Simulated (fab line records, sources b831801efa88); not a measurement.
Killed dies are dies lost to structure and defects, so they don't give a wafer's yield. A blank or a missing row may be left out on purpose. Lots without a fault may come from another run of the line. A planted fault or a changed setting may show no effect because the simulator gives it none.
One fault seen from 2 desks | flow sky130 | each desk has only its own numbers; what lay behind them comes last

THE TOOL OWNER'S DESK: wet_bench-01
The tool's own readings at SKY_FIELD_ISO_WET_ETCH_28 (etches SiO2 in dHF, target depth 23.7 nm, time 47 s): means of the sampled wafers that have a number, for each lot that ran on this tool. A lot is out of limits, marked OUT, if its mean lies more than 4 standard deviations from the usual mean; the brackets give that distance.
Columns: A = run_length_s at SKY_FIELD_ISO_WET_ETCH_28, usual 74.4 s
lot  | first seen here | A
L764 | day 3 13:37     | 74.0
L765 | day 3 16:32     | 71.8
L766 | day 4 02:12     | 134.1 (+21) OUT
L767 | day 4 02:12     | 135.1 (+21) OUT
L769 | day 4 15:05     | 133.1 (+20) OUT
This desk's finding: out of limits on L766, L767, L769; first on L766, day 4 02:12 (run_length_s at SKY_FIELD_ISO_WET_ETCH_28). In limits: L764, L765.

THE METROLOGY DESK
What the gauges read, lot by lot, whatever tool the lot ran on: means of the sampled wafers that have a number. A lot is out of limits, marked OUT, if its mean lies more than 4 standard deviations from the usual mean; the brackets give that distance.
Columns: A = FIELD_ISO_OXIDATION_00_THK at SKY_FIELD_ISO_THK_MEAS_02, usual 11.99 nm
lot  | first seen here | A
L759 | day 1 11:41     | 12.30
L762 | day 2 04:42     | 12.29
L763 | day 2 09:14     | 12.14
L764 | day 2 13:32     | 12.22
L765 | day 2 17:56     | 11.96
L766 | day 3 00:01     | 11.95
L767 | day 3 03:38     | 12.02
L768 | day 3 08:59     | 11.94
L769 | day 3 14:44     | 11.95
L778 | day 5 10:39     | 11.94
L780 | day 5 20:38     | 11.90
L781 | day 6 01:38     | 12.00
L782 | day 6 06:44     | 12.00
This desk's finding: nothing out of limits on any of the 13 lots.

PUT TOGETHER
The tool owner's desk could have raised an alarm at day 4 02:12, on L766, L767, L769.
The metrology desk saw nothing out of limits.
The metrology desk has L766, L767, L769 on record, within its limits.
Of the lots named, all ran SKY_FIELD_ISO_WET_ETCH_28 on wet_bench-01.

WHAT THE SIMULATOR HAD PUT IN
Process parameter drift: wet_bench-01, from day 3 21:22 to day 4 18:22, at SKY_FIELD_ISO_WET_ETCH_28. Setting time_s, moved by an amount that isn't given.
Lots struck among those shown: L766, L767, L769.
Hours from the fault's start to each desk's first reading out of limits: the tool owner's desk, 5.
